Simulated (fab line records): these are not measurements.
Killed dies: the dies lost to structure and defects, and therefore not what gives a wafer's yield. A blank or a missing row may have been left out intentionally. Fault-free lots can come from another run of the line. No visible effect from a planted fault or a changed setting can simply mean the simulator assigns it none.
Matching of chambers | flow gf180mcu | 3 sister chambers for GF_SAB_CVD_00 on pecvd-01
The step deposits SiO2 from TEOS, target thk 50 nm, time 4.9302 s. 6 wafers are shown with their chamber, then 7 later ones without.

== WAFERS WITH THEIR CHAMBER ==
wafer  | chamber | heater power w (W)
L286.2 | 2       | 628
L293.5 | 2       | 591
L298.3 | 0       | 813
L298.4 | 0       | 835
L304.1 | 1       | 568
L304.5 | 1       | 568

== WAFERS WHOSE CHAMBER IS MISSING ==
wafer  | heater power w (W)
L304.6 | 660
L305.1 | 589
L305.3 | 727
L305.5 | 581
L306.1 | 826
L306.4 | 547
L306.5 | 836

== EACH ONE'S CHAMBER ==
wafer  | from the rows above     | in truth
L304.6 | 2                       | 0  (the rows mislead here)
L305.1 | can't be placed: 2 or 1 | 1
L305.3 | can't be placed: 0 or 2 | 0
L305.5 | can't be placed: 1 or 2 | 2
L306.1 | 0                       | 0
L306.4 | 1                       | 1
L306.5 | 0                       | 0
Correct placement for 3 of the 7. From these rows, 3 cannot be placed; in 3 the true chamber is one of the candidates. Number placed wrongly: 1.
How it was worked out, from the rows above alone: a wafer's distance from a chamber is the root of the sum, over the readings, of the square of ((its reading less the chamber's mean) divided by the reading's scatter). The wafer belongs to the nearest chamber; if the next one is less than 2 further off, it can't be placed. For every chamber, the mean is computed from those of its wafers that are shown. How the scatter is found: for the shown wafers, subtract from each reading the mean of its chamber, square and add these, divide the total by (wafers less chambers), then take the root.
